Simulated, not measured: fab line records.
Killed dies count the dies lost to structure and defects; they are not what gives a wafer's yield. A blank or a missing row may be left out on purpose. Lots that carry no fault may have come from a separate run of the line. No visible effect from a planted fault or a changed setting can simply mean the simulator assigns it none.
2 desks looking at one fault / flow sky130 / only its own numbers are on each desk; what lay behind them is given at the end

== FROM THE METROLOGY DESK ==
What the gauges read, lot by lot, whatever tool the lot ran on: means of the sampled wafers that have a number. Any lot whose mean is over 4 standard deviations away from the usual mean is out of limits and marked OUT; that distance is given in the brackets.
Columns: A = METAL5_ALCU_RS at SKY_METAL5_RS_MEAS_05, usual 0.02699 ohm/sq; B = METAL5_ALCU_THK at SKY_METAL5_THK_MEAS_06, usual 1166 nm
lot=L459; first seen here=day 43 12:01; A=0.02679; B=1168
lot=L462; first seen here=day 44 03:38; A=0.02651; B=1182
lot=L463; first seen here=day 44 09:22; A=0.02719; B=1157
lot=L464; first seen here=day 44 14:04; A=0.02734; B=1152
lot=L465; first seen here=day 44 22:06; A=0.02709; B=1159
lot=L470; first seen here=day 46 05:47; A=0.02716; B=1157
lot=L469; first seen here=day 46 06:23; A=0.02688; B=1164
lot=L472; first seen here=day 46 16:53; A=0.02696; B=1177
lot=L475; first seen here=day 47 10:57; A=0.02728; B=1161
lot=L480; first seen here=day 48 09:24; A=0.02700; B=1174
lot=L481; first seen here=day 48 15:20; A=0.02683; B=1174
Finding of this desk: none of the 11 lots has anything out of limits.

== AT THE TOOL OWNER'S DESK: pvd_sputter-04 ==
The tool's own readings at SKY_METAL5_SPUTTER_04 (material TiN, target thk 70 nm, time 58.3 s): means of the sampled wafers that have a number, for each lot that ran on this tool. Any lot whose mean is over 4 standard deviations away from the usual mean is out of limits and marked OUT; that distance is given in the brackets.
Columns: A = throttle_valve_pct at SKY_METAL5_SPUTTER_04, usual 30.3 %
lot=L462; first seen here=day 44 03:36; A=29.7
lot=L463; first seen here=day 44 09:15; A=30.5
lot=L465; first seen here=day 44 22:02; A=29.7
lot=L470; first seen here=day 46 05:43; A=29.9
lot=L469; first seen here=day 46 06:19; A=29.9
lot=L472; first seen here=day 46 16:47; A=29.8
Finding of this desk: none of the 6 lots has anything out of limits.

== ALL TOGETHER ==
Nothing out of limits was seen by the metrology desk.
The desk of the tool owner found nothing out of limits.

== WHAT THE SIMULATOR HAD INSERTED ==
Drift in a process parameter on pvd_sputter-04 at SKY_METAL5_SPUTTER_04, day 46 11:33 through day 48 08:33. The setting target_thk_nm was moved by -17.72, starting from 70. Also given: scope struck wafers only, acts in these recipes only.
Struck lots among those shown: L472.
